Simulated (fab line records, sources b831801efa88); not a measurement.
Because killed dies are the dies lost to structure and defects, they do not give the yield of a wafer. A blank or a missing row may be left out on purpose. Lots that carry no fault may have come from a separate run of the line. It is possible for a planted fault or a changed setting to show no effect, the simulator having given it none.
Which tool was responsible?    flow gf180mcu    12 lots, 36 wafers sampled, at 6 steps of a route of 602

WHAT THE GAUGES READ, wafer by wafer
GF_V3_RS_MEAS_24: the measuring method here is four-point-probe.
lot   measured      on             V3_W_RS (ohm/sq)
L943  day 22 12:39  film_metro-01  0.331 0.322 0.325
L946  day 23 17:03  film_metro-01  0.323 0.322 0.323
L948  day 24 11:29  film_metro-02  0.334 0.335 0.338
L954  day 26 19:08  film_metro-02  0.319 0.328 0.330
L955  day 27 00:41  film_metro-03  0.327 0.335 0.328
L956  day 27 05:15  film_metro-03  0.333 0.331 0.326
L958  day 27 20:39  film_metro-02  0.333 0.323 0.330
L957  day 28 01:10  film_metro-02  0.325 0.327 0.318
L959  day 28 05:25  film_metro-02  0.321 0.327 0.323
L960  day 28 06:20  film_metro-01  0.323 0.325 0.331
L963  day 29 12:52  film_metro-02  0.327 0.331 0.326
L965  day 29 22:11  film_metro-02  0.329 0.320 0.330

GF_M4_CD_MEAS_14 targets a cd of 280 nm.
lot   measured      on         cd_nm (nm)
L943  day 23 11:26  cd_sem-02  279.2 279.1 277.7
L946  day 24 16:13  cd_sem-01  280.3 280.7 280.2
L948  day 25 08:47  cd_sem-02  278.5 278.7 280.4
L954  day 27 16:04  cd_sem-01  280.4 281.1 280.0
L955  day 27 22:16  cd_sem-01  282.2 281.5 281.5
L956  day 28 01:52  cd_sem-01  279.9 281.0 280.1
L958  day 28 16:59  cd_sem-01  282.3 281.6 280.6
L957  day 28 21:29  cd_sem-02  281.1 282.1 281.5
L959  day 29 01:04  cd_sem-02  281.1 280.1 279.8
L960  day 29 02:08  cd_sem-02  279.2 279.5 279.6
L963  day 30 07:46  cd_sem-02  279.0 279.5 280.3
L965  day 30 16:34  cd_sem-02  280.6 280.7 280.2

GF_V4_THK_MEAS_01.
lot   measured      on             V4_CVD_00_THK (nm)
L943  day 23 12:20  film_metro-01  602 605 610
L946  day 24 17:26  film_metro-01  1214 1171 1213
L948  day 25 09:55  film_metro-01  1215 1213 1189
L954  day 27 16:56  film_metro-03  599 614 602
L955  day 27 23:10  film_metro-03  600 602 596
L956  day 28 02:45  film_metro-03  597 596 592
L958  day 28 17:50  film_metro-04  600 600 595
L957  day 28 22:22  film_metro-03  607 602 606
L959  day 29 01:58  film_metro-03  606 607 599
L960  day 29 03:00  film_metro-04  610 610 614
L963  day 30 08:40  film_metro-01  603 603 600
L965  day 30 17:26  film_metro-01  607 608 594

GF_V4_BOW_MEAS_05.
lot   measured      on             V4_BOW (um)
L943  day 23 12:49  film_metro-04  128 142 139
L946  day 24 17:56  film_metro-04  176 169 173
L948  day 25 10:52  film_metro-03  167 176 167
L954  day 27 17:26  film_metro-01  129 134 121
L955  day 27 23:40  film_metro-01  138 137 131
L956  day 28 03:16  film_metro-01  141 134 147
L958  day 28 18:21  film_metro-01  131 136 144
L957  day 28 22:52  film_metro-04  145 139 148
L959  day 29 02:27  film_metro-03  122 120 124
L960  day 29 03:31  film_metro-04  134 140 145
L963  day 30 09:10  film_metro-04  131 149 140
L965  day 30 18:03  film_metro-03  131 135 132

EACH LOT AND THE TOOL THAT RAN IT (in order: tool; ch and the chambers of the sampled wafers; start)
lot   GF_V3_SPUTTER_22              GF_V4_CVD_00
L943  pvd_sputter-04, day 22 12:29  hdpcvd-02 ch 0,1, day 23 12:16
L946  pvd_sputter-04, day 23 16:51  hdpcvd-01 ch 1,2, day 24 17:02
L948  pvd_sputter-03, day 24 11:12  hdpcvd-02 ch 0,1, day 25 09:35
L954  pvd_sputter-04, day 26 18:58  hdpcvd-01 ch 0,1,2, day 27 16:51
L955  pvd_sputter-03, day 27 00:31  hdpcvd-02 ch 1,2, day 27 23:03
L956  pvd_sputter-03, day 27 05:06  hdpcvd-01 ch 0,1,2, day 28 02:41
L958  pvd_sputter-04, day 27 20:28  hdpcvd-01 ch 0,1, day 28 17:45
L957  pvd_sputter-04, day 28 01:01  hdpcvd-01 ch 0,1, day 28 22:17
L959  pvd_sputter-04, day 28 05:16  hdpcvd-01 ch 0,1, day 29 01:53
L960  pvd_sputter-01, day 28 06:09  hdpcvd-01 ch 0,1, day 29 02:55
L963  pvd_sputter-04, day 29 12:41  hdpcvd-02 ch 0,1, day 30 08:35
L965  pvd_sputter-04, day 29 22:00  hdpcvd-01 ch 1,2, day 30 17:20
- GF_V3_SPUTTER_22: material TiN, target thk 10 nm, time 40 s.
- GF_V4_CVD_00: deposits SiO2, target thk 600 nm, time 100 s.

AS READ BY THE TOOLS THEMSELVES (means over the sampled wafers that have a number; for cases with no such wafer, the mark the record gives instead)
GF_V3_SPUTTER_22.
lot   tool            cathode_dc_power_W (W)  throttle_valve_pct (%)
L943  pvd_sputter-04  3999.7                  30.1
L946  pvd_sputter-04  4000.1                  29.5
L948  pvd_sputter-03  4000.0                  31.0
L954  pvd_sputter-04  4000.2                  29.3
L955  pvd_sputter-03  4000.1                  30.7
L956  pvd_sputter-03  3999.2                  30.5
L958  pvd_sputter-04  4000.8                  29.2
L957  pvd_sputter-04  3999.6                  30.3
L959  pvd_sputter-04  4000.1                  30.1
L960  pvd_sputter-01  4000.2                  28.7
L963  pvd_sputter-04  4000.4                  30.7
L965  pvd_sputter-04  4000.4                  30.5

THE ANSWER, worked out from the rows above alone
Rule: usual is defined by the lots themselves. The widest of any qualifying gaps counts: lots, ordered by their means at a reading, are off when they make up no more than a third of the lots, leave a main group of 4 or more, and stand apart from it by 3 or more times the standard deviation of that group's means. A main group is skipped when, at the precision printed for the reading in the tables above, its means are all equal. A lot without any number at a reading at which 4 lots or more have one is off too. The other lots that the step has rows for count as sound. After the gauges, taken in route order, come the tools' own readings; for these a lot's mean is taken, as printed above. The first step at which some lot is off is used, and at that step the reading that is off furthest; a lot without a number counts as furthest.
Off: L946, L948, seen at GF_V4_THK_MEAS_01 (V4_CVD_00_THK). Mean 603 nm and standard deviation 4.3 in the main group.
A tool fits if, at a process step before that reading, it ran every lot that is off, and no sound lot after the first of them. Not tried: the gauges at GF_V4_THK_MEAS_01; whatever is off there is also off at GF_V4_BOW_MEAS_05, on other tools, and gauge error can't account for it. Of those tried, none fits.

WHAT THE SIMULATOR HAD INSERTED
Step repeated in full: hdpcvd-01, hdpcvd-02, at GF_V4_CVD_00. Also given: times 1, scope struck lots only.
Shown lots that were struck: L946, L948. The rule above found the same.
